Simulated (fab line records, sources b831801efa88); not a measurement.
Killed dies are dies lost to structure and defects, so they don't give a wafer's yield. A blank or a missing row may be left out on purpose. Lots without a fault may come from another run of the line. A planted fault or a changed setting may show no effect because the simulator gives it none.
A struck lot beside a sound one | flow gf180mcu | 30 steps out of a route of 602
Sound: wafers L923.2, L923.3, L923.5. Struck: wafers L933.2, L933.3, L933.6. The cause comes at the end.
At each step with rows: each side's tool, then ch and its chambers, then its first start. Under that, the readings that differ: sound wafers | struck wafers | difference of the means | sigmas: that difference in standard deviations of wafers without a fault.
alike: readings whose means differ by less than 2 such deviations, and words and numbers that are the same on both sides. not compared: withheld readings, readings that some wafer has no value for, bounds like >300 that may hide the same value, and numbers for which the record gives no deviation and whose values overlap.
The two part at a step that has a row with sigmas, a row that says differs or no value, or rows on one side only. Numbers that don't overlap but have no deviation are shown without sigmas and don't part them. A reading that every wafer of one side lacks parts them only if that side has two wafers or more.

first, 5 steps without rows for these wafers: GF_SAB_ETCH_11 (etches SiO2 in C4F8/O2/Ar, target depth 55 nm, time 8.5 s); GF_SAB_WET_ETCH_12 (etches SiO2 in dHF, target depth 22 nm, time 440 s); GF_SAB_STRIP_13 (strips in O2/N2); GF_SALICIDE_CLEAN_00 (cleans in SC1/SC2, time 150 s); GF_SALICIDE_WET_ETCH_01 (etches SiO2 in dHF, target depth 5 nm, time 100 s).
GF_SALICIDE_SPUTTER_02: material Co, target thk 10 nm, time 20 s.
  sound on pvd_sputter-03, day 18 22:54; struck on pvd_sputter-04, day 22 12:38
  alike: throttle_valve_pct
GF_SALICIDE_SPUTTER_03: material TiN, target thk 20 nm, time 16.7 s.
  sound on pvd_sputter-03, day 18 22:55; struck on pvd_sputter-04, day 22 12:40
  alike: throttle_valve_pct
GF_SALICIDE_RS_MEAS_04: measures by four-point-probe.
  sound on film_metro-04, day 18 22:58; struck on film_metro-02, day 22 12:51
  alike: SALICIDE_TIN_RS
GF_SALICIDE_THK_MEAS_05: measures by xrf.
  sound on film_metro-04, day 18 23:05; struck on film_metro-02, day 22 12:58
  reading               | sound             | struck            | difference | sigmas
  SALICIDE_TIN_THK (nm) | 20.30 20.09 20.24 | 19.71 19.56 19.35 | -0.67      | -3
then, 2 steps without rows for these wafers: GF_SALICIDE_RTA_06 (time 30 s); GF_SALICIDE_WET_ETCH_07 (etches the open film in SPM, target depth 120 nm).
GF_SALICIDE_RTA_08: time 30 s.
  sound on rtp_anneal-01 ch 0, day 18 23:20; struck on rtp_anneal-02 ch 0, day 22 13:13
  alike: lamp_power_pct, wafer_temp_C_max
GF_CONTACT_CVD_00: deposits SiO2, target thk 300 nm, time 50 s.
  sound on hdpcvd-02 ch 1,2, day 18 23:25; struck on hdpcvd-01 ch 1,2, day 22 13:18
  no value came back on the struck wafers for pressure_mtorr (mTorr), run_length_s (s), sih4_flow_sccm (sccm); on the sound wafers pressure_mtorr (mTorr) reads 6.002 6.014 6.003
GF_CONTACT_CVD_02: deposits SiO2 from TEOS, target thk 860 nm, time 95.992 s.
  sound on pecvd-03 ch 1,2, day 18 23:32; struck on pecvd-04 ch 0,1,2, day 22 13:24
  alike: heater_power_outer_w, heater_power_w
GF_CONTACT_CMP_04: polishes SiO2.
  sound on cmp-02 ch 2,3, day 18 23:43; struck on cmp-01 ch 0,1,2, day 22 13:37
  alike: motor_current_A
GF_CONTACT_BOW_MEAS_05:
  sound on film_metro-02, day 19 00:01; struck on film_metro-01, day 22 13:53
  alike: CONTACT_BOW
then, 8 steps without rows for these wafers: GF_CONTACT_DEHYDRATE_06 (time 60 s); GF_CONTACT_HMDS_07 (prime time 60 s); GF_CONTACT_COAT_08; GF_CONTACT_COAT_09 (resist thk 1000 nm); GF_CONTACT_SOFTBAKE_10 (time 60 s); GF_CONTACT_EXPOSE_11 (exposes mask Contact, target cd 220 nm); GF_CONTACT_PEB_12 (peb time 90 s); GF_CONTACT_DEVELOP_13 (develop time 60 s).
GF_CONTACT_CD_MEAS_14: target cd 220 nm.
  sound on cd_sem-02, day 20 00:34; struck on cd_sem-01, day 23 12:43
  alike: cd_nm
GF_CONTACT_OVL_MEAS_15:
  sound on overlay-02, day 20 00:40; struck on overlay-01, day 23 12:49
  alike: CONTACT_OVL
then, 1 step without rows for these wafers: GF_CONTACT_ETCH_16 (etches BARC in N2/H2).
GF_CONTACT_ETCH_17: etches SiO2 in C4F8/O2/Ar, stops on CoSi2, target depth 860 nm.
  sound on rie_diel-02 ch 1,2,3; struck on rie_diel-02 ch 2,3
  reading                             | sound             | struck            | difference | sigmas
  oes_product_au (a.u.)               | 0.816 0.808 0.812 | 0.664 0.659 0.666 | -0.149     | -29
  model.etch.depth_nm (nm)            | 857.2 851.5 857.7 | 559 558.5 557.8   | -297       |
  model.CONTACT.feature_depth_nm (nm) | 857.2 851.5 857.7 | 559 558.5 557.8   | -297       |
then, 1 step without rows for these wafers: GF_CONTACT_STRIP_18 (strips in O2/N2).
-- the record jumps here: 11 days lie between the struck wafers' starts before and after (it left off in module CONTACT and takes up again in module PASSIVATION, whose first step shown is number 602 of the route) --
GF_PASSIVATION_PROBE_99:
  the record has rows for the struck wafers here (prober-02, day 34 09:31) and none for the sound ones

WHERE THEY PART
First at GF_SALICIDE_THK_MEAS_05; last, within this record, at GF_PASSIVATION_PROBE_99.

WHY: what the simulator had put in
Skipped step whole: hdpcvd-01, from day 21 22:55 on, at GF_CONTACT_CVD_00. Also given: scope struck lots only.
